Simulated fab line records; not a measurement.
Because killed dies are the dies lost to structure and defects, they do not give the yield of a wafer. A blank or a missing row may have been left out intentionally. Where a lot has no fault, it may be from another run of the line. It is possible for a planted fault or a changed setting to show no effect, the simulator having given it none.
fab line records -- flow sfq_line
record: lots: 7, wafers: 21, last_day: 81
route steps=325 shown I3@137 M4@148
lots that met no fault: taken from a fault-free run of the same line
start_h: hours from the record's first day to the start of the lot's first wafer shown -- wait_h: hours elapsed since this lot's preceding step -- " repeats the value in the row above -- L1.1+2: one row covering several wafers at once -- - no value, or no start given -- * or withheld: withheld -- < > ~ a bound
route shown NAME@n: NAME is a module with steps in the file, n the number in the route of the first one -- usual: the fault-free wafers' mean and standard deviation -- same: alike in all rows -- chamber/n: place in a boat -- sites: per-site readings -- _std_site: the standard deviation of these -- _edge_site: outer sites' mean less inner sites' -- radius_mm: how far each site lies from the wafer's centre -- mask NAME#n: copy n -- behind: the last tool/chamber to shape the wafer -- hold: reason for holding the lot/hours on hold/outcome of the hold -- device: the n, p or np transistor that did not switch -- end of line: tests of these same wafers at the route's end -- for a step that has no rows: nothing shown but its recipe -- killed: dies lost to structure and defects at the first sort, not the wafer's yield -- map: dies across one wafer; x = killed, . = not, _ = none there
set.NAME: setting as actually run; set.NAME@STEP: the setting as run at that earlier step -- model.NAME: the simulator's own value behind a step, which no gauge read
lots at some steps of the route; a table a step, a row a wafer
services: when a tool's chamber went out of use (start_h, in hours from the record's first day, below 0 if earlier), for how many hours, and the reason
== steps ==
step: SFQ_TRILAYER_I3_VIA_LITHO_COAT_090
recipe: resist: BARC, spin_rpm: 3000, resist_thk_nm: 62
step: SFQ_TRILAYER_I3_VIA_LITHO_COAT_085
recipe: resist: KrF, spin_rpm: 3000, resist_thk_nm: 650
step: SFQ_TRILAYER_I3_VIA_LITHO_SOFTBAKE_089
recipe: temp_c: withheld, time_s: withheld, resist: KrF
step: SFQ_TRILAYER_I3_VIA_LITHO_EXPOSE_086
recipe: mask_id: I3, na: 0.6, source_shape: conventional, sigma_outer: 0.65, target_cd_nm: 500, dose_mj: 21.3
step: SFQ_TRILAYER_I3_VIA_LITHO_PEB_088
recipe: peb_temp_c: 115, peb_time_s: 60, resist: KrF
step: SFQ_TRILAYER_I3_VIA_LITHO_DEVELOP_087
recipe: time_s: 60, resist: KrF
step: SFQ_I3_OVL_MEAS_923
usual: I3_OVL: -1/5.4
lot.wafer,tool,chamber,start_h,wait_h,I3_OVL[nm]
L985.1,overlay-01,-,1022.27,0.1,7
L985.2,overlay-01,-,1022.27,0.1,4
L985.5,overlay-01,-,1022.27,0.1,2
L988.1,overlay-01,-,1041.47,0.1,-1
L988.3,overlay-01,-,1041.47,0.1,-2
L988.4,overlay-01,-,1041.47,0.1,-3
L989.3,overlay-01,-,1057.09,0.1,-8
L989.4,overlay-01,-,1057.09,0.1,-9
L989.6,overlay-01,-,1057.09,0.1,-11
L995.1,overlay-01,-,1102.42,0.1,-12
L995.2,overlay-01,-,1102.42,0.1,-2
L995.5,overlay-01,-,1102.42,0.1,-7
L998.1,overlay-01,-,1124.02,0.1,3
L998.3,overlay-01,-,1124.02,0.1,2
L998.5,overlay-01,-,1124.02,0.1,0
L105.1,overlay-02,-,1207.45,0.1,5
L105.2,overlay-02,-,1207.45,0.1,1
L105.4,overlay-02,-,1207.45,0.1,2
L106.1,overlay-02,-,1215.41,0.1,8
L106.4,overlay-02,-,1215.41,0.1,10
L106.5,overlay-02,-,1215.41,0.1,6
step: SFQ_TRILAYER_I3_VIA_BARC_OPEN_VIA_ETCH_121
recipe: mask_material: PR, chemistry: O2, target_depth_nm: 125, target: BARC, source_w: 500, bias_w: 80, pressure_mtorr: 30, time_s: 41.7
usual: drypump_motor_current_A: 5.7/0.51, oes_product_au: 0.685/0.0052
lot.wafer,tool,chamber,start_h,wait_h,drypump_motor_current_A,oes_product_au,rf_hours_counter_h
L985.1,rie_diel-02,1,1022.31,0.0,6.4,0.681,1
L985.2,rie_diel-02,2,1022.31,0.0,5.5,0.684,7
L985.5,rie_diel-02,0,1022.31,0.0,5.9,0.691,-
L988.1,rie_diel-03,2,1041.51,0.0,5.7,0.676,5
L988.3,rie_diel-03,3,1041.51,0.0,6.2,0.686,12
L988.4,rie_diel-03,2,1041.51,0.0,5.7,0.690,-
L989.3,rie_diel-02,0,1057.11,0.0,5.9,0.691,5
L989.4,rie_diel-02,3,1057.11,0.0,5.4,0.688,12
L989.6,rie_diel-02,2,1057.11,0.0,5.5,0.685,-
L995.1,rie_diel-03,3,1102.46,0.0,6.2,0.683,13
L995.2,rie_diel-03,1,1102.46,0.0,6.4,0.694,14
L995.5,rie_diel-03,0,1102.46,0.0,5.3,0.679,-
L998.1,rie_diel-03,3,1124.06,0.0,6.2,0.692,14
L998.3,rie_diel-03,2,1124.06,0.0,5.7,0.686,7
L998.5,rie_diel-03,3,1124.06,0.0,6.2,0.685,-
L105.1,rie_diel-03,0,1207.49,0.0,5.3,0.684,19
L105.2,rie_diel-03,2,1207.49,0.0,5.7,0.693,8
L105.4,rie_diel-03,1,1207.49,0.0,6.4,0.680,16
L106.1,rie_diel-03,1,1215.44,0.0,6.4,0.685,16
L106.4,rie_diel-03,0,1215.44,0.0,5.3,0.685,20
L106.5,rie_diel-03,1,1215.44,0.0,6.4,0.691,-
step: SFQ_TRILAYER_I3_VIA_ETCH_VIA_ETCH_088
recipe: target: SiO2, stop_on: Nb, mask_material: PR, taper_deg: 20, chemistry: CHF3, target_depth_nm: 260, source_w: 500, bias_w: 80, pressure_mtorr: 30, time_s: withheld
usual: drypump_motor_current_A: 5.7/0.51, oes_product_au: 0.855/0.0045
lot.wafer,tool,chamber,start_h,wait_h,drypump_motor_current_A,oes_product_au
L985.1,rie_diel-02,1,1022.35,0.0,6.4,0.852
L985.2,rie_diel-02,2,1022.35,0.0,5.5,0.854
L985.5,rie_diel-02,0,1022.35,0.0,5.9,0.859
L988.1,rie_diel-03,2,1041.55,0.0,5.7,0.850
L988.3,rie_diel-03,3,1041.55,0.0,6.2,0.856
L988.4,rie_diel-03,2,1041.55,0.0,5.7,0.860
L989.3,rie_diel-02,0,1057.15,0.0,5.9,0.860
L989.4,rie_diel-02,3,1057.15,0.0,5.4,0.850
L989.6,rie_diel-02,2,1057.15,0.0,5.5,0.859
L995.1,rie_diel-03,3,1102.50,0.0,6.2,0.852
L995.2,rie_diel-03,1,1102.50,0.0,6.4,0.860
L995.5,rie_diel-03,0,1102.50,0.0,5.3,0.858
L998.1,rie_diel-03,3,1124.10,0.0,6.2,0.853
L998.3,rie_diel-03,2,1124.10,0.0,5.7,0.852
L998.5,rie_diel-03,3,1124.10,0.0,6.2,0.854
L105.1,rie_diel-03,0,1207.53,0.0,5.3,0.850
L105.2,rie_diel-03,2,1207.53,0.0,5.7,0.851
L105.4,rie_diel-03,1,1207.53,0.0,6.3,0.860
L106.1,rie_diel-03,1,1215.48,0.0,6.4,0.855
L106.4,rie_diel-03,0,1215.48,0.0,5.3,0.849
L106.5,rie_diel-03,1,1215.48,0.0,6.4,0.853
step: SFQ_TRILAYER_I3_VIA_STRIP_STRIP_089
recipe: gas: O2, power_w: 200, platen_temp_c: 40, overash_fraction: 0.65, chemistry: O2, pressure_mtorr: 50
usual: drypump_motor_current_A: 5.8/0.4, oes_product_au: 1.000/0.0093
lot.wafer,tool,chamber,start_h,wait_h,drypump_motor_current_A,oes_product_au,rf_hours_counter_h
L985.1,rie_metal-02,0,1022.46,-,6.4,0.994,31
L985.2,rie_metal-02,1,1022.46,-,6.3,0.984,126
L985.5,rie_metal-02,0,1022.46,-,6.3,0.997,-
L988.1,rie_metal-04,0,1041.66,-,5.3,1.001,72
L988.3,rie_metal-04,1,1041.66,-,5.8,1.010,-
L988.4,rie_metal-04,0,1041.66,-,5.3,0.998,-
L989.3,rie_metal-02,0,1057.46,-,6.4,0.996,-
L989.4,rie_metal-02,1,1057.46,-,6.3,0.994,-
L989.6,rie_metal-02,1,1057.46,-,6.2,0.988,-
L995.1,rie_metal-02,1,1102.61,-,6.3,0.987,141
L995.2,rie_metal-02,0,1102.61,-,6.4,0.994,45
L995.5,rie_metal-02,0,1102.61,-,6.4,0.987,-
L998.1,rie_metal-01,0,1124.21,-,5.7,1.008,14
L998.3,rie_metal-01,0,1124.21,-,5.7,0.995,-
L998.5,rie_metal-01,0,1124.21,-,5.7,1.011,-
L105.1,rie_metal-01,0,1207.64,-,5.7,1.013,27
L105.2,rie_metal-01,1,1207.64,-,5.8,1.014,11
L105.4,rie_metal-01,0,1207.64,-,5.7,1.011,-
L106.1,rie_metal-04,1,1215.59,-,5.9,1.016,14
L106.4,rie_metal-04,1,1215.59,-,5.8,1.007,-
L106.5,rie_metal-04,1,1215.59,-,5.8,1.010,-
step: SFQ_TRILAYER_I3_VIA_STRIP_SOLV_CLEAN_090
recipe: chemistry: NMP, temp_c: 70, time_s: 600
step: SFQ_TRILAYER_M4_DEP_PRE_CLEAN_092
recipe: gas: Ar, time_s: 22.5, bias_v: 250
step: SFQ_TRILAYER_M4_DEP_SPUTTER_091
recipe: material: Nb, base_pressure_pa: 1.33e-06, chamber_pressure_pa: 0.1333, substrate_temp_c: 20, resputter_cathode_voltage_v: 400, target_thk_nm: 200, power_w: 2000, time_s: 133.3
usual: base_pressure_pa: 1.33e-06/9e-08, throttle_valve_pct: 30.2/0.53
lot.wafer,tool,chamber,start_h,wait_h,base_pressure_pa,throttle_valve_pct
L985.1,pvd_sputter-05,-,1023.27,0.0,1.13e-06,31.0
L985.2,pvd_sputter-05,-,1023.27,0.0,1.34e-06,30.1
L985.5,pvd_sputter-05,-,1023.27,0.0,1.27e-06,29.8
L988.1,pvd_sputter-05,-,1042.47,0.0,1.24e-06,30.4
L988.3,pvd_sputter-05,-,1042.47,0.0,1.4e-06,31.2
L988.4,pvd_sputter-05,-,1042.47,0.0,1.37e-06,29.8
L988.1,pvd_sputter-05,-,1042.72,0.2,1.28e-06,30.4
L988.3,pvd_sputter-05,-,1042.72,0.2,1.4e-06,31.2
L988.4,pvd_sputter-05,-,1042.72,0.2,1.26e-06,29.9
L989.3,pvd_sputter-05,-,1058.07,0.0,1.42e-06,30.0
L989.4,pvd_sputter-05,-,1058.07,0.0,1.3e-06,30.3
L989.6,pvd_sputter-05,-,1058.07,0.0,1.22e-06,30.3
L989.3,pvd_sputter-05,-,1058.32,0.2,1.33e-06,30.3
L989.4,pvd_sputter-05,-,1058.32,0.2,1.36e-06,30.2
L989.6,pvd_sputter-05,-,1058.32,0.2,1.38e-06,30.3
L995.1,pvd_sputter-03,-,1103.42,0.0,1.22e-06,30.2
L995.2,pvd_sputter-03,-,1103.42,0.0,1.35e-06,30.1
L995.5,pvd_sputter-03,-,1103.42,0.0,1.48e-06,29.9
L995.1,pvd_sputter-03,-,1103.67,0.2,1.17e-06,30.0
L995.2,pvd_sputter-03,-,1103.67,0.2,1.33e-06,29.8
L995.5,pvd_sputter-03,-,1103.67,0.2,1.26e-06,30.2
L998.1,pvd_sputter-05,-,1125.23,0.0,1.26e-06,30.4
L998.3,pvd_sputter-05,-,1125.23,0.0,1.33e-06,29.7
L998.5,pvd_sputter-05,-,1125.23,0.0,1.4e-06,30.3
L105.1,pvd_sputter-05,-,1208.45,0.0,1.32e-06,31.2
L105.2,pvd_sputter-05,-,1208.45,0.0,1.32e-06,30.1
L105.4,pvd_sputter-05,-,1208.45,0.0,1.36e-06,30.0
L106.1,pvd_sputter-05,-,1216.40,0.0,1.27e-06,30.1
L106.4,pvd_sputter-05,-,1216.40,0.0,1.26e-06,30.0
L106.5,pvd_sputter-05,-,1216.40,0.0,1.38e-06,30.3
step: SFQ_M4_RS_MEAS_924
recipe: thk_meas_gauge: four-point-probe, reads: Nb_of_TRILAYER_M4_DEP_SPUTTER_091
usual: M4_NB_RS: 0.889/0.011
lot.wafer,tool,chamber,start_h,wait_h,M4_NB_RS[ohm/sq]
L985.1,film_metro-04,-,1023.36,0.0,0.900
L985.2,film_metro-04,-,1023.36,0.0,0.887
L985.5,film_metro-04,-,1023.36,0.0,0.886
L988.1,film_metro-04,-,1042.81,0.0,0.442
L988.3,film_metro-04,-,1042.81,0.0,0.442
L988.4,film_metro-04,-,1042.81,0.0,0.441
L989.3,film_metro-02,-,1058.45,0.1,0.443
L989.4,film_metro-02,-,1058.45,0.1,0.446
L989.6,film_metro-02,-,1058.45,0.1,0.443
L995.1,film_metro-01,-,1103.77,0.0,0.437
L995.2,film_metro-01,-,1103.77,0.0,0.442
L995.5,film_metro-01,-,1103.77,0.0,0.436
L998.1,film_metro-04,-,1125.32,0.0,0.888
L998.3,film_metro-04,-,1125.32,0.0,0.891
L998.5,film_metro-04,-,1125.32,0.0,0.892
L105.1,film_metro-01,-,1208.54,0.0,0.891
L105.2,film_metro-01,-,1208.54,0.0,0.898
L105.4,film_metro-01,-,1208.54,0.0,0.878
L106.1,film_metro-04,-,1216.49,0.0,0.890
L106.4,film_metro-04,-,1216.49,0.0,0.900
L106.5,film_metro-04,-,1216.49,0.0,0.886
step: SFQ_TRILAYER_M4_LITHO_COAT_098
recipe: resist: BARC, spin_rpm: 3000, resist_thk_nm: 62
step: SFQ_TRILAYER_M4_LITHO_COAT_093
recipe: resist: KrF, spin_rpm: 3000, resist_thk_nm: 600
step: SFQ_TRILAYER_M4_LITHO_SOFTBAKE_097
recipe: temp_c: withheld, time_s: withheld, resist: KrF
step: SFQ_TRILAYER_M4_LITHO_EXPOSE_094
recipe: mask_id: M4, na: 0.6, source_shape: conventional, sigma_outer: 0.65, target_cd_nm: 500, dose_mj: 14.4
step: SFQ_TRILAYER_M4_LITHO_PEB_096
recipe: peb_temp_c: 115, peb_time_s: 60, resist: KrF
step: SFQ_TRILAYER_M4_LITHO_DEVELOP_095
recipe: time_s: 60, resist: KrF
step: SFQ_M4_OVL_MEAS_926
usual: M4_OVL: -2/4.8
lot.wafer,tool,chamber,start_h,wait_h,M4_OVL[nm]
L985.1,overlay-01,-,1139.62,0.1,0
L985.2,overlay-01,-,1139.62,0.1,-3
L985.5,overlay-01,-,1139.62,0.1,-6
L988.1,overlay-01,-,1154.02,0.1,2
L988.3,overlay-01,-,1154.02,0.1,3
L988.4,overlay-01,-,1154.02,0.1,4
L989.3,overlay-02,-,1163.64,0.1,-1
L989.4,overlay-02,-,1163.64,0.1,-2
L989.6,overlay-02,-,1163.64,0.1,2
L995.1,overlay-02,-,1198.33,0.1,-6
L995.2,overlay-02,-,1198.33,0.1,-5
L995.5,overlay-02,-,1198.33,0.1,-5
L998.1,overlay-02,-,1223.53,0.1,-1
L998.3,overlay-02,-,1223.53,0.1,-6
L998.5,overlay-02,-,1223.53,0.1,-3
L105.1,overlay-02,-,1314.34,0.1,-13
L105.2,overlay-02,-,1314.34,0.1,-10
L105.4,overlay-02,-,1314.34,0.1,-5
L106.1,overlay-01,-,1323.94,0.1,-7
L106.4,overlay-01,-,1323.94,0.1,-5
L106.5,overlay-01,-,1323.94,0.1,-6
step: SFQ_TRILAYER_M4_BARC_OPEN_METAL_ETCH_123
recipe: mask_material: PR, chemistry: O2, target_depth_nm: 125, target: BARC, icp_w: 600, bias_w: 80, pressure_mtorr: 10, time_s: 41.7
usual: drypump_motor_current_A: 6.0/0.38, oes_product_au: 0.685/0.0046
lot.wafer,tool,chamber,start_h,wait_h,drypump_motor_current_A,oes_product_au,rf_hours_counter_h
L985.1,rie_metal-03,0,1139.66,0.0,5.8,0.678,141
L985.2,rie_metal-03,1,1139.66,0.0,6.3,0.686,129
L985.5,rie_metal-03,0,1139.66,0.0,5.7,0.683,-
L988.1,rie_metal-04,0,1154.06,0.0,5.2,0.684,89
L988.3,rie_metal-04,0,1154.06,0.0,5.2,0.683,-
L988.4,rie_metal-04,1,1154.06,0.0,5.8,0.681,-
L989.3,rie_metal-04,0,1163.68,0.0,5.2,0.684,-
L989.4,rie_metal-04,1,1163.68,0.0,5.9,0.683,-
L989.6,rie_metal-04,1,1163.68,0.0,5.8,0.694,-
L995.1,rie_metal-03,0,1198.36,0.0,5.7,0.685,6
L995.2,rie_metal-03,1,1198.36,0.0,6.3,0.688,141
L995.5,rie_metal-03,0,1198.36,0.0,5.7,0.680,-
L998.1,rie_metal-04,1,1223.56,0.0,5.8,0.683,15
L998.3,rie_metal-04,1,1223.56,0.0,5.8,0.681,-
L998.5,rie_metal-04,0,1223.56,0.0,5.3,0.668,-
L105.1,rie_metal-02,0,1314.37,0.0,6.4,0.688,81
L105.2,rie_metal-02,1,1314.37,0.0,6.2,0.682,7
L105.4,rie_metal-02,0,1314.37,0.0,6.4,0.679,-
L106.1,rie_metal-04,0,1323.97,0.0,5.3,0.686,115
L106.4,rie_metal-04,0,1323.97,0.0,5.3,0.687,-
L106.5,rie_metal-04,1,1323.97,0.0,5.8,0.681,-
step: SFQ_TRILAYER_M4_ETCH_METAL_ETCH_096
recipe: target: Nb, stop_on: SiO2, mask_material: PR, chemistry: Cl2/Ar, target_depth_nm: 240, icp_w: 600, bias_w: 80, pressure_mtorr: 10, time_s: 120
usual: drypump_motor_current_A: 6.0/0.38, oes_product_au: 0.894/0.008
lot.wafer,tool,chamber,start_h,wait_h,drypump_motor_current_A,oes_product_au,rf_hours_counter_h,model.etch.depth_nm,model.M4.feature_depth_nm
L985.1,rie_metal-03,0,1139.72,0.0,5.8,0.884,141,198,198
L985.2,rie_metal-03,1,1139.72,0.0,6.3,0.891,129,200.1,200.1
L985.5,rie_metal-03,0,1139.72,0.0,5.8,0.888,-,200.5,200.5
L988.1,rie_metal-04,0,1154.12,0.0,5.2,1.012,89,244.5,244.5
L988.3,rie_metal-04,0,1154.12,0.0,5.2,0.994,-,240.9,240.9
L988.4,rie_metal-04,1,1154.12,0.0,5.8,1.004,-,243.8,243.8
L989.3,rie_metal-04,0,1163.76,0.1,5.2,0.994,-,241.6,241.6
L989.4,rie_metal-04,1,1163.76,0.1,5.8,1.004,-,243.6,243.6
L989.6,rie_metal-04,1,1163.76,0.1,5.9,0.994,-,240.9,240.9
L995.1,rie_metal-03,0,1198.42,0.0,5.7,0.999,6,242.1,242.1
L995.2,rie_metal-03,1,1198.42,0.0,6.3,0.992,141,237,237
L995.5,rie_metal-03,0,1198.42,0.0,5.8,1.014,-,242.5,242.5
L998.1,rie_metal-04,1,1223.62,0.0,5.8,0.892,15,200.1,200.1
L998.3,rie_metal-04,1,1223.62,0.0,5.8,0.884,-,199.7,199.7
L998.5,rie_metal-04,0,1223.62,0.0,5.2,0.902,-,199.4,199.4
L105.1,rie_metal-02,0,1314.43,0.0,6.4,0.890,81,199.9,199.9
L105.2,rie_metal-02,1,1314.43,0.0,6.2,0.893,7,198.1,198.1
L105.4,rie_metal-02,0,1314.43,0.0,6.4,0.896,-,203,203
L106.1,rie_metal-04,0,1324.03,0.0,5.2,0.888,115,199.7,199.7
L106.4,rie_metal-04,0,1324.03,0.0,5.3,0.890,-,198.1,198.1
L106.5,rie_metal-04,1,1324.03,0.0,5.9,0.897,-,200.9,200.9
step: SFQ_TRILAYER_M4_STRIP_STRIP_097
recipe: gas: O2, power_w: 200, platen_temp_c: 40, overash_fraction: 0.65, chemistry: O2, pressure_mtorr: 50
usual: drypump_motor_current_A: 6.0/0.38, oes_product_au: 1.001/0.01
lot.wafer,tool,chamber,start_h,wait_h,drypump_motor_current_A,oes_product_au,rf_hours_counter_h
L985.1,rie_metal-03,0,1139.85,0.1,5.7,1.008,142
L985.2,rie_metal-03,1,1139.85,0.1,6.3,0.994,129
L985.5,rie_metal-03,0,1139.85,0.1,5.7,1.007,-
L988.1,rie_metal-04,0,1154.25,0.1,5.3,1.011,89
L988.3,rie_metal-04,0,1154.25,0.1,5.2,1.012,-
L988.4,rie_metal-04,1,1154.25,0.1,5.8,1.004,-
L989.3,rie_metal-04,0,1164.05,0.2,5.3,1.013,-
L989.4,rie_metal-04,1,1164.05,0.2,5.8,1.016,-
L989.6,rie_metal-04,1,1164.05,0.2,5.8,1.014,-
L995.1,rie_metal-03,0,1198.55,0.1,5.7,1.013,6
L995.2,rie_metal-03,1,1198.55,0.1,6.3,0.993,141
L995.5,rie_metal-03,0,1198.55,0.1,5.7,1.009,-
L998.1,rie_metal-04,1,1223.75,0.1,5.8,1.014,16
L998.3,rie_metal-04,1,1223.75,0.1,5.8,1.010,-
L998.5,rie_metal-04,0,1223.75,0.1,5.3,1.008,-
L105.1,rie_metal-02,0,1314.56,0.1,6.4,0.998,81
L105.2,rie_metal-02,1,1314.56,0.1,6.2,0.999,7
L105.4,rie_metal-02,0,1314.56,0.1,6.4,0.982,-
L106.1,rie_metal-04,0,1324.16,0.1,5.3,1.006,115
L106.4,rie_metal-04,0,1324.16,0.1,5.3,1.013,-
L106.5,rie_metal-04,1,1324.16,0.1,5.9,1.011,-
== services ==
tool,chamber,start_h,hours,kind
pvd_sputter-03,-,1003.11,4.8,repair
pvd_sputter-03,-,1022.15,4.4,repair
rie_diel-03,0,1023.88,4.0,repair
rie_diel-03,1,1027.34,47.1,repair
pvd_sputter-05,-,1061.17,1.5,repair
rie_metal-04,0,1063.51,11.8,repair
rie_metal-04,1,1110.06,-,clean
rie_metal-04,1,1110.06,-,consumable_replace:focus_ring
rie_metal-04,1,1110.06,17.8,scheduled_down
rie_metal-04,1,1110.06,17.8,vent_cycle
pvd_sputter-03,-,1120.68,31.9,repair
rie_diel-02,0,1123.34,3.1,repair
rie_diel-03,3,1132.68,1.3,repair
rie_diel-02,-,1134.55,4.0,pm
pvd_sputter-05,-,1139.89,2.8,repair
rie_diel-02,0,1140.14,2.6,repair
rie_metal-01,0,1154.19,8.4,repair
rie_diel-02,0,1185.74,18.1,repair
rie_metal-02,-,1191.53,2.8,pm
rie_metal-02,-,1209.95,1.0,repair
rie_diel-02,3,1268.33,8.9,repair
rie_diel-03,2,1283.22,6.9,repair
pvd_sputter-05,-,1290.08,0.6,repair
rie_diel-03,0,1297.91,7.6,repair
== key ==
first_sign: step: SFQ_TRILAYER_M4_DEP_SPUTTER_091, reading: visit, direction: added
effect: step: SFQ_M4_RS_MEAS_924, reading: M4_NB_RS, direction: down, sigmas: 41, usual: 0.889, struck: 0.441
effect: step: SFQ_TRILAYER_M4_ETCH_METAL_ETCH_096, reading: oes_product_au, direction: up, sigmas: 13, usual: 0.894, struck: 1.001
model_effect: step: SFQ_TRILAYER_M4_ETCH_METAL_ETCH_096, value: etch.depth_nm, without: 200.9, struck: 241.9
met_at SFQ_TRILAYER_M4_DEP_SPUTTER_091
struck_wafers L988.1,L988.3,L988.4,L989.3,L989.4,L989.6,L995.1,L995.2,L995.5
fault: kind: repeated_step_whole, tool: pvd_sputter-03,pvd_sputter-05,pvd_sputter-06, chamber: -, onset_h: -, steps: SFQ_TRILAYER_M4_DEP_SPUTTER_091, times: 1, scope: struck_lots_only
